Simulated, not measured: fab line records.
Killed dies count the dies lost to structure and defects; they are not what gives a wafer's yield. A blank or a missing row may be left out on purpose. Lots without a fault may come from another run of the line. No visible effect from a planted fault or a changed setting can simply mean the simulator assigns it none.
Chamber matching / flow sfq line / SFQ_TRILAYER_A5B_DEP_PECVD_129 on pecvd-03: 3 sister chambers
The step deposits SiO2 from SiH4/N2O, time 133.33 s, target thk 600 nm. 6 wafers are shown with their chamber, then 8 later ones without.

## WAFERS, EACH WITH ITS CHAMBER
wafer=L781.4; chamber=0; throttle valve pct (%)=25.4; heater power w (W)=95
wafer=L781.5; chamber=1; throttle valve pct (%)=22.8; heater power w (W)=92
wafer=L783.3; chamber=2; throttle valve pct (%)=24.7; heater power w (W)=93
wafer=L783.4; chamber=2; throttle valve pct (%)=24.5; heater power w (W)=96
wafer=L783.6; chamber=1; throttle valve pct (%)=22.7; heater power w (W)=101
wafer=L786.2; chamber=0; throttle valve pct (%)=25.6; heater power w (W)=96

## WAFERS WHOSE CHAMBER IS MISSING
wafer=L786.3; throttle valve pct (%)=24.6; heater power w (W)=92
wafer=L786.4; throttle valve pct (%)=25.5; heater power w (W)=99
wafer=L787.1; throttle valve pct (%)=24.6; heater power w (W)=101
wafer=L787.4; throttle valve pct (%)=22.9; heater power w (W)=111
wafer=L787.6; throttle valve pct (%)=24.7; heater power w (W)=84
wafer=L790.1; throttle valve pct (%)=22.6; heater power w (W)=110
wafer=L790.5; throttle valve pct (%)=25.7; heater power w (W)=105
wafer=L790.6; throttle valve pct (%)=24.4; heater power w (W)=89

## CHAMBER TAKEN BY EACH
wafer=L786.3; from the rows above=2; in truth=2
wafer=L786.4; from the rows above=0; in truth=0
wafer=L787.1; from the rows above=2; in truth=2
wafer=L787.4; from the rows above=1; in truth=1
wafer=L787.6; from the rows above=2; in truth=2
wafer=L790.1; from the rows above=1; in truth=1
wafer=L790.5; from the rows above=0; in truth=0
wafer=L790.6; from the rows above=2; in truth=2
Placed correctly: 8 of 8. Can't be placed from these rows: 0. 0 placed wrongly.
How it was worked out, from the rows above alone: a wafer's distance from a chamber is the root of the sum, over the readings, of the square of ((its reading less the chamber's mean) divided by the reading's scatter). The wafer belongs to the nearest chamber; if the next one is less than 2 further off, it can't be placed. For every chamber, the mean is computed from those of its wafers that are shown. The scatter: take each reading less its chamber's mean, square it, sum over the shown wafers, divide by the number of wafers less the number of chambers, and take the root.
